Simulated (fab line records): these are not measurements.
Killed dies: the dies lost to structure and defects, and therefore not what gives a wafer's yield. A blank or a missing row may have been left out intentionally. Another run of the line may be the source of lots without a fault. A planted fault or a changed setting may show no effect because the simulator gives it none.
Which tool was responsible? | flow gf180mcu | 24 lots, 72 wafers sampled, at 6 steps of a route of 602

WHAT THE GAUGES SHOWED, per wafer
GF_STI_THK_MEAS_04.
lot  | measured    | on            | STI_CVD_03_THK (nm)
L074 | day 1 13:34 | film_metro-03 | 207.2 206.0 207.3
L075 | day 1 18:35 | film_metro-02 | 206.1 205.6 206.5
L076 | day 1 23:52 | film_metro-03 | 208.3 206.8 206.7
L077 | day 2 05:59 | film_metro-04 | 212.7 213.1 213.3
L078 | day 2 09:50 | film_metro-04 | 208.3 207.6 204.9
L079 | day 2 14:34 | film_metro-02 | 206.3 206.2 207.1
L080 | day 2 19:34 | film_metro-03 | 208.2 207.6 207.0
L081 | day 3 00:34 | film_metro-02 | 206.1 205.8 205.0
L082 | day 3 07:14 | film_metro-04 | 208.3 209.1 209.0
L083 | day 3 10:34 | film_metro-03 | 210.3 210.3 208.7
L084 | day 3 15:55 | film_metro-03 | 207.8 207.3 206.4
L085 | day 3 21:11 | film_metro-03 | 206.8 208.3 208.2
L086 | day 4 01:34 | film_metro-04 | 206.3 207.2 208.4
L087 | day 4 07:10 | film_metro-02 | 204.9 204.4 204.8
L088 | day 4 11:34 | film_metro-04 | 205.9 205.8 204.1
L089 | day 4 16:35 | film_metro-03 | 205.9 207.6 208.7
L090 | day 4 22:35 | film_metro-02 | 208.9 206.9 208.3
L091 | day 5 02:39 | film_metro-04 | 209.2 207.5 208.2
L092 | day 5 07:35 | film_metro-03 | 209.8 207.8 209.4
L093 | day 5 12:34 | film_metro-04 | 207.5 208.0 207.3
L094 | day 5 18:02 | film_metro-03 | 205.5 206.3 204.9
L095 | day 5 22:34 | film_metro-02 | 207.2 207.5 206.6
L096 | day 6 03:34 | film_metro-03 | 208.0 208.7 208.4
L097 | day 6 08:34 | film_metro-02 | 206.4 208.1 207.1

GF_STI_THK_MEAS_30.
lot  | measured    | on            | STI_OXIDATION_02_THK (nm)
L074 | day 2 06:25 | film_metro-04 | 9.99 10.05 10.00
L075 | day 2 11:13 | film_metro-04 | 10.20 10.15 9.93
L076 | day 2 16:45 | film_metro-04 | 9.71 9.74 9.79
L077 | day 2 23:35 | film_metro-04 | 9.86 9.92 9.99
L078 | day 3 02:13 | film_metro-02 | 10.15 10.08 10.27
L079 | day 3 08:40 | film_metro-02 | 9.96 9.97 10.13
L080 | day 3 12:29 | film_metro-02 | 10.19 9.80 9.88
L081 | day 3 17:44 | film_metro-04 | 10.10 9.96 9.99
L082 | day 4 00:56 | film_metro-03 | 10.12 9.79 10.19
L083 | day 4 03:52 | film_metro-04 | 9.95 10.07 9.98
L084 | day 4 08:50 | film_metro-04 | 10.10 10.11 10.17
L085 | day 4 15:24 | film_metro-02 | 10.47 10.42 10.29
L086 | day 4 21:17 | film_metro-03 | 10.06 10.10 10.10
L087 | day 5 01:46 | film_metro-02 | 9.99 10.22 10.22
L088 | day 5 06:17 | film_metro-04 | 10.17 10.08 9.98
L089 | day 5 10:34 | film_metro-04 | 9.77 9.66 9.78
L090 | day 5 18:29 | film_metro-03 | 10.05 10.01 9.99
L091 | day 5 22:09 | film_metro-02 | 9.91 9.75 9.96
L092 | day 6 02:13 | film_metro-04 | 10.12 10.09 10.15
L093 | day 6 07:26 | film_metro-03 | 9.82 9.63 9.88
L094 | day 6 16:17 | film_metro-02 | 10.10 10.38 10.23
L095 | day 6 19:54 | film_metro-04 | 10.52 10.31 10.36
L096 | day 6 23:41 | film_metro-02 | 10.27 10.17 10.29
L097 | day 7 04:34 | film_metro-04 | 10.12 10.12 10.15

GF_POLY_GATE_CD_MEAS_18.
lot  | measured     | on        | cd_nm (nm)
L074 | day 9 07:41  | cd_sem-01 | 277.5 276.8 280.2
L075 | day 9 12:07  | cd_sem-01 | 280.4 279.0 280.0
L076 | day 9 18:13  | cd_sem-01 | 282.1 280.5 282.1
L077 | day 10 06:59 | cd_sem-02 | 280.7 280.3 280.0
L078 | day 10 11:49 | cd_sem-01 | 280.0 279.6 280.2
L079 | day 10 17:43 | cd_sem-01 | 281.2 282.3 278.8
L080 | day 11 02:45 | cd_sem-01 | 279.8 281.0 279.7
L081 | day 11 06:06 | cd_sem-02 | 279.0 280.3 279.2
L082 | day 11 18:26 | cd_sem-02 | 279.5 281.8 279.0
L083 | day 11 23:09 | cd_sem-02 | 281.7 280.9 282.2
L084 | day 12 04:19 | cd_sem-01 | 277.7 281.1 281.8
L085 | day 12 13:53 | cd_sem-01 | 279.1 282.5 280.4
L086 | day 12 23:33 | cd_sem-02 | 281.5 280.3 280.5
L087 | day 13 00:11 | cd_sem-01 | 281.3 279.6 279.6
L088 | day 13 06:08 | cd_sem-01 | 280.7 280.1 279.8
L089 | day 13 18:25 | cd_sem-02 | 281.7 280.2 280.5
L090 | day 14 02:52 | cd_sem-02 | 278.9 280.5 281.6
L091 | day 14 07:56 | cd_sem-01 | 279.7 280.5 280.5
L092 | day 14 11:07 | cd_sem-02 | 281.0 280.9 280.1
L093 | day 14 20:49 | cd_sem-01 | 279.0 277.4 280.0
L094 | day 15 12:05 | cd_sem-01 | 280.0 280.3 282.2
L095 | day 15 13:25 | cd_sem-02 | 280.3 279.6 280.2
L096 | day 15 20:02 | cd_sem-02 | 281.0 281.2 279.3
L097 | day 16 01:14 | cd_sem-02 | 284.3 280.6 280.5

GF_HV_LDD_OVL_MEAS_32.
lot  | measured     | on         | HV_LDD_02_OVL (nm)
L074 | day 11 13:31 | overlay-02 | -0.6 -0.3 -0.1
L075 | day 11 17:44 | overlay-01 | 3.1 3.3 2.7
L076 | day 12 01:58 | overlay-02 | 4.1 2.0 2.1
L077 | day 12 15:21 | overlay-02 | -0.7 -1.3 -3.3
L078 | day 12 20:12 | overlay-01 | 0.9 1.5 2.4
L079 | day 13 03:07 | overlay-02 | -1.1 -0.6 -1.4
L080 | day 13 13:58 | overlay-01 | 0.3 1.3 -0.9
L081 | day 13 17:01 | overlay-01 | -2.1 -1.5 -1.9
L082 | day 14 05:31 | overlay-02 | -3.2 -1.2 -0.4
L083 | day 14 12:18 | overlay-01 | -1.3 -0.3 -1.2
L084 | day 14 17:31 | overlay-02 | 2.1 1.2 1.4
L085 | day 15 04:02 | overlay-02 | -0.6 0.1 -0.7
L086 | day 15 14:37 | overlay-02 | -0.2 0.3 -0.8
L087 | day 15 15:35 | overlay-01 | -1.2 0.8 0.5
L088 | day 15 22:24 | overlay-02 | -0.5 -1.4 -0.6
L089 | day 16 10:47 | overlay-02 | 4.1 2.1 2.1
L090 | day 16 20:40 | overlay-01 | 0.9 -0.1 1.2
L091 | day 17 01:54 | overlay-01 | 1.4 -0.9 1.3
L092 | day 17 05:02 | overlay-02 | -0.4 1.3 1.2
L093 | day 17 15:24 | overlay-02 | 1.9 0.8 2.3
L094 | day 18 08:25 | overlay-01 | 2.4 1.9 1.1
L095 | day 18 09:43 | overlay-01 | -1.5 -1.4 -0.8
L096 | day 18 17:04 | overlay-01 | 0.7 2.3 0.3
L097 | day 18 22:52 | overlay-01 | -1.0 -1.4 0.1

GF_PSD_OVL_MEAS_08.
lot  | measured     | on         | PSD_OVL (nm)
L074 | day 14 04:37 | overlay-02 | 0.5 1.1 1.5
L075 | day 14 10:01 | overlay-02 | 0.1 0.4 -2.4
L076 | day 14 18:49 | overlay-01 | 0.4 1.4 1.2
L077 | day 15 10:04 | overlay-01 | 0.0 -0.1 -2.9
L078 | day 15 13:19 | overlay-01 | -0.4 -1.6 0.7
L079 | day 15 22:50 | overlay-01 | -1.5 -0.1 0.5
L080 | day 16 10:10 | overlay-02 | 0.4 -1.4 -1.3
L081 | day 16 13:37 | overlay-01 | -0.9 -0.2 -1.2
L082 | day 17 03:34 | overlay-02 | 0.9 0.5 0.9
L083 | day 17 10:44 | overlay-02 | 0.2 -0.3 1.5
L084 | day 17 18:11 | overlay-01 | -0.5 -1.4 -1.1
L085 | day 18 03:59 | overlay-01 | -0.9 2.3 -1.1
L086 | day 18 14:49 | overlay-02 | -0.2 1.8 -0.9
L087 | day 18 18:05 | overlay-01 | 0.4 -1.5 0.4
L088 | day 18 23:47 | overlay-01 | -0.8 0.2 -1.0
L089 | day 19 14:02 | overlay-01 | -2.4 -1.3 -1.0
L090 | day 19 22:53 | overlay-02 | 0.7 -1.2 -0.8
L091 | day 20 04:04 | overlay-02 | -1.4 0.0 -1.1
L092 | day 20 11:02 | overlay-01 | 1.9 -0.7 1.5
L093 | day 20 19:58 | overlay-01 | 1.9 -0.4 -0.9
L094 | day 21 12:55 | overlay-02 | 1.0 1.5 1.3
L095 | day 21 13:20 | overlay-01 | 1.0 -0.4 1.0
L096 | day 21 21:19 | overlay-01 | -1.8 0.2 -1.0
L097 | day 22 02:16 | overlay-01 | -0.6 -0.7 -2.8

EACH LOT AND THE TOOL THAT RAN IT (in order: tool; ch and the chambers of the sampled wafers; start)
lot  | GF_POLY_GATE_ETCH_13
L074 | rie_si-01 ch 0,2,3, day 9 06:06
L075 | rie_si-01 ch 1,3, day 9 09:39
L076 | rie_si-01 ch 0,3, day 9 16:40
L077 | rie_si-02 ch 0,1,2, day 10 04:15
L078 | rie_si-02 ch 0,1,2, day 10 09:30
L079 | rie_si-01 ch 2,3, day 10 15:47
L080 | rie_si-01 ch 0,1,2, day 10 23:59
L081 | rie_si-01 ch 0,1,2, day 11 04:32
L082 | rie_si-02 ch 0,1,2, day 11 15:25
L083 | rie_si-02 ch 0,2,3, day 11 20:00
L084 | rie_si-02 ch 0,2,3, day 12 01:34
L085 | rie_si-01 ch 1,3, day 12 11:23
L086 | rie_si-02 ch 0,2, day 12 21:36
L087 | rie_si-01 ch 0,1, day 12 22:29
L088 | rie_si-01 ch 1,2, day 13 04:37
L089 | rie_si-01 ch 1,3, day 13 16:50
L090 | rie_si-01 ch 2,3, day 14 00:52
L091 | rie_si-01 ch 2,3, day 14 06:25
L092 | rie_si-01 ch 0,1,2, day 14 09:30
L093 | rie_si-01 ch 0,3, day 14 18:46
L094 | rie_si-02 ch 1, day 15 09:47
L095 | rie_si-01 ch 1,3, day 15 11:21
L096 | rie_si-01 ch 1,2, day 15 18:28
L097 | rie_si-01 ch 0,1,2, day 15 23:42
- GF_POLY_GATE_ETCH_13: etches poly-Si in HBr/Cl2, stops on SiO2, target depth 198.5 nm, time 69.6 s.

WHAT THE TOOLS THEMSELVES READ (means of the sampled wafers that have a number; where no wafer has one, the mark that the record gives instead)
GF_POLY_GATE_ETCH_13.
lot  | tool      | drypump_motor_current_A (A) | mfc_cl2_sccm (sccm) | oes_product_au (a.u.) | throttle_valve_pct (%)
L074 | rie_si-01 | 5.7                         | 49.99               | 0.995                 | 33.677
L075 | rie_si-01 | 5.7                         | 49.97               | 0.997                 | 33.681
L076 | rie_si-01 | 5.6                         | 50.02               | 0.989                 | 33.686
L077 | rie_si-02 | 6.0                         | 50.02               | 0.992                 | 33.692
L078 | rie_si-02 | 6.0                         | 50.01               | 0.986                 | 33.682
L079 | rie_si-01 | 6.0                         | 49.84               | 0.992                 | 33.678
L080 | rie_si-01 | 5.6                         | 50.01               | 0.997                 | 33.681
L081 | rie_si-01 | 5.6                         | 50.15               | 0.992                 | 33.691
L082 | rie_si-02 | 6.0                         | 50.05               | 0.993                 | 33.683
L083 | rie_si-02 | 6.3                         | 50.01               | 0.993                 | 33.682
L084 | rie_si-02 | 6.3                         | 49.95               | 0.985                 | 33.682
L085 | rie_si-01 | 5.8                         | 49.90               | 0.994                 | 33.686
L086 | rie_si-02 | 6.2                         | 50.06               | 0.995                 | 33.687
L087 | rie_si-01 | 5.5                         | 50.04               | 0.998                 | 33.677
L088 | rie_si-01 | 5.9                         | 49.95               | 0.987                 | 33.692
L089 | rie_si-01 | 5.7                         | 50.10               | 0.984                 | 33.684
L090 | rie_si-01 | 5.9                         | 49.86               | 0.993                 | 33.683
L091 | rie_si-01 | 5.9                         | 50.08               | 0.989                 | 33.689
L092 | rie_si-01 | 5.6                         | 49.84               | 0.989                 | 33.684
L093 | rie_si-01 | 5.6                         | 50.04               | 0.976                 | 33.689
L094 | rie_si-02 | 5.8                         | 49.83               | 0.985                 | 33.679
L095 | rie_si-01 | 5.8                         | 50.08               | 0.989                 | 33.683
L096 | rie_si-01 | 5.9                         | 50.07               | 0.987                 | 33.683
L097 | rie_si-01 | 5.6                         | 49.87               | 1.004                 | 33.684

THE ANSWER, worked out from the rows above alone
Rule: what is usual is taken from the lots themselves. Put in order of their means at a reading, lots are off if they are a third of the lots or fewer, leave a main group of 4 or more, and stand apart from it by a gap of 3 or more times the standard deviation of the main group's means; of several such gaps the widest counts. The tables above print the reading to a certain number of digits; a main group whose means all agree to those digits is not used. A lot without any number at a reading at which 4 lots or more have one is off too. The other lots that the step has rows for count as sound. Order of review: gauges by route order, followed by the tools' own readings, for which a lot's mean as printed above is used. At the first step where some lot is off, the reading lying furthest off is the one used; lots without a number count as furthest.
No lot is off on any of the readings shown, so nothing can be concluded from this.

WHAT THE SIMULATOR PUT IN
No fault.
